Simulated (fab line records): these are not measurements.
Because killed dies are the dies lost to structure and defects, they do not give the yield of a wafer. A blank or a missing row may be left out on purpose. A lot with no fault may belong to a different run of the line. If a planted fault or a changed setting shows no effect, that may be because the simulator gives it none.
Struck lot and sound lot, side by side :: flow sky130 :: 14 steps out of a route of 708
Sound: wafers L921.2, L921.3, L921.5. Struck: wafers L919.3, L919.4, L919.5. At the end, the cause is stated.
Per side, at each step with rows, come the tool, then ch with its chambers, and then its first start. Under that, the readings that differ: sound wafers :: struck wafers :: difference of the means :: sigmas: that difference in standard deviations of wafers without a fault.
alike: readings with means less than 2 such deviations apart, plus words and numbers identical on both sides. not compared: withheld readings, readings lacking a value on some wafer, bounds such as >300 that could conceal the same value, and numbers that have no deviation in the record and whose values overlap.
The two part at a step that has a row with sigmas, a row that says differs or no value, or rows on one side only. When numbers do not overlap yet have no deviation, they are printed without sigmas and do not part them. Lack of a reading on every wafer of one side parts them only where that side has two or more wafers.

SKY_VIA4_CMP_21: polishes, stops on SiO2, t overpolish 25 s, target thk 0 nm.
  sound on cmp-02 ch 0,3, day 48 03:07; struck on cmp-01 ch 0,1,3, day 47 23:35
reading: timeToEndpointS (s)
sound: 118 112 115
struck: 129 127 127
difference: +13
sigmas: +3
  alike: headPressurePsi, motorCurrentA, overpolishRunS
SKY_METAL5_SPUTTER_00: material Ti, target thk 15 nm, time 10 s.
  sound on pvdSputter-04, day 48 03:25; struck on pvdSputter-02, day 47 23:53
  alike: throttleValvePct
SKY_METAL5_SPUTTER_01: material TiN, target thk 20 nm, time 16.7 s.
  sound on pvdSputter-04, day 48 03:26; struck on pvdSputter-02, day 47 23:56
  alike: throttleValvePct
then, 1 step without rows for these wafers: SKY_METAL5_SPUTTER_02 (material AlCu, target thk 1150 nm, time 61.2 s).
SKY_METAL5_SPUTTER_03: material Ti, target thk 5 nm, time 3.3 s.
  sound on pvdSputter-04, day 48 03:31; struck on pvdSputter-02, day 48 00:05
  alike: throttleValvePct
SKY_METAL5_SPUTTER_04: material TiN, target thk 70 nm, time 58.3 s.
  sound on pvdSputter-04, day 48 03:32; struck on pvdSputter-02, day 48 00:08
  alike: throttleValvePct
SKY_METAL5_RS_MEAS_05: a four-point-probe measurement.
  sound on filmMetro-01, day 48 03:36; struck on filmMetro-04, day 48 00:16
  alike: METAL5_ALCU_RS
SKY_METAL5_THK_MEAS_06: measures by xrf.
  sound on filmMetro-01, day 48 03:43; struck on filmMetro-04, day 48 00:22
  alike: METAL5_ALCU_THK
then, 4 steps without rows for these wafers: SKY_METAL5_DEHYDRATE_07 (time 60 s); SKY_METAL5_HMDS_08 (prime time 60 s); SKY_METAL5_COAT_09 (resist thk 1800 nm); SKY_METAL5_SOFTBAKE_10 (time 60 s).
SKY_METAL5_EXPOSE_11: exposes mask MM5, target cd 1600 nm.
  sound on ilineStepper-01 ch 0, day 48 13:08; struck on ilineStepper-01, day 48 09:26
  no value came back on the struck wafers for exposureDoseMJCm2, focusOffsetNm (nm); on the sound wafers exposureDoseMJCm2 reads 189.95 190.03 189.91
  alike: mask
after that, 1 step had no rows for these wafers: SKY_METAL5_PEB_12.

WHERE THEY PART
At SKY_VIA4_CMP_21 first; at SKY_METAL5_EXPOSE_11 last (within this record only).

WHY: whatever the simulator had introduced
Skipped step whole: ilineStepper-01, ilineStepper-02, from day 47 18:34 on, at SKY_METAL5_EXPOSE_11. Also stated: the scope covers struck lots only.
